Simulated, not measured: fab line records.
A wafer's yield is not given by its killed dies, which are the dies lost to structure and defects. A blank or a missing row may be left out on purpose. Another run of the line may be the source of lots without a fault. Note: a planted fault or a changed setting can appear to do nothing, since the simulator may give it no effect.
Comparing a struck lot with a sound one | flow sky130 | 14 steps out of a route of 708
Sound: wafers L737.4, L737.5, L737.6. The struck wafers were L745.1, L745.4, L745.5. The cause is named last.
Each step with rows lists, per side, the tool, then ch with its chambers, then its first start. Under that, the readings that differ: sound wafers | struck wafers | difference of the means | sigmas: that difference in standard deviations of wafers without a fault.
alike: same words and numbers on both sides, and readings whose means sit less than 2 such deviations apart. not compared: any withheld reading, any reading some wafer has no value for, any bound like >300 that may hide the same value, and any number with overlapping values for which the record gives no deviation.
The two part at a step that has a row with sigmas, a row that says differs or no value, or rows on one side only. Non-overlapping numbers with no deviation appear without sigmas and do not part them. A reading missing from all wafers of one side parts the sides only when that side holds two or more wafers.

SKY_POLY_GATE_ETCH_15: etches BARC in N2/H2, stops on SiO2, time 118.5 s, target depth 110 nm.
  sound on rie-diel-01 ch 0,1,3, day 16 10:35; struck on rie-diel-01 ch 0,1, day 19 17:31
  alike: bias-w, drypump-motor-current-A, oes-product-au, throttle-valve-pct
  not compared: rf-hours-counter-h
SKY_POLY_GATE_ETCH_16: etches Si3N4 in CH3F/O2, stops on poly-Si, time 147.5 s, target depth 75 nm.
  sound on rie-diel-01 ch 0,1,3, day 16 10:40; struck on rie-diel-01 ch 0,1, day 19 17:36
  alike: bias-w, drypump-motor-current-A, oes-product-au, throttle-valve-pct
  not compared: rf-hours-counter-h
SKY_POLY_GATE_ETCH_17: etches poly-Si in HBr/Cl2, stops on SiO2, target depth 180 nm, time 70.5 s.
  sound on rie-si-01 ch 0,3, day 16 10:46; struck on rie-si-02 ch 0,2, day 19 17:42
  alike: bias-w, drypump-motor-current-A, he-backside-leak-sccm, oes-product-au, throttle-valve-pct
  not compared: rf-hours-counter-h
SKY_POLY_GATE_STRIP_18: strips in O2/N2.
  sound on plasma-asher-03 ch 0,1, day 16 10:51; struck on plasma-asher-04 ch 0,1, day 19 17:46
  reading                      | sound          | struck         | difference | sigmas
  strip-time-to-endpoint-s (s) | 3.19 3.15 3.23 | 3.07 3.13 3.12 | -0.08      | -2
  alike: drypump-motor-current-A, oes-product-au
  not compared: rf-hours-counter-h
then, 2 steps without rows for these wafers: SKY_POLY_GATE_CLEAN_19 (cleans in SC1/SC2, time 150 s); SKY_POLY_GATE_OXIDATION_20 (stabilise 600 s, purge 300 s, target thk 4 nm).
SKY_POLY_GATE_THK_MEAS_21:
  sound: film-metro-01 at day 16 14:13; struck: film-metro-04 at day 19 19:20
  alike: POLY_GATE_OXIDATION_THK
SKY_POLY_GATE_CD_MEAS_22:
  sound: cd-sem-01 at day 16 14:20; struck: cd-sem-01 at day 19 19:23
  alike: cd-nm
then, 4 steps without rows for these wafers: SKY_LDD_N_DEHYDRATE_00 (time 60 s); SKY_LDD_N_HMDS_01 (prime time 60 s); SKY_LDD_N_COAT_02 (resist thk 300 nm); SKY_LDD_N_SOFTBAKE_03 (time 60 s).
SKY_LDD_N_EXPOSE_04: exposes mask NTM, target cd 840 nm.
  sound on iline-stepper-02 ch 0, day 17 04:04; struck on iline-stepper-02, day 20 11:14
  no value came back on the struck wafers for exposure-dose-mJ-cm2, focus-offset-nm (nm), sigma-outer; on the sound wafers exposure-dose-mJ-cm2 reads 109.98 109.95 110.00
  alike: mask
following that, these wafers have no rows for 1 step: SKY_LDD_N_PEB_05.

WHERE THEY PART
First at SKY_POLY_GATE_STRIP_18; last, within this record, at SKY_LDD_N_EXPOSE_04.

WHY: whatever the simulator had introduced
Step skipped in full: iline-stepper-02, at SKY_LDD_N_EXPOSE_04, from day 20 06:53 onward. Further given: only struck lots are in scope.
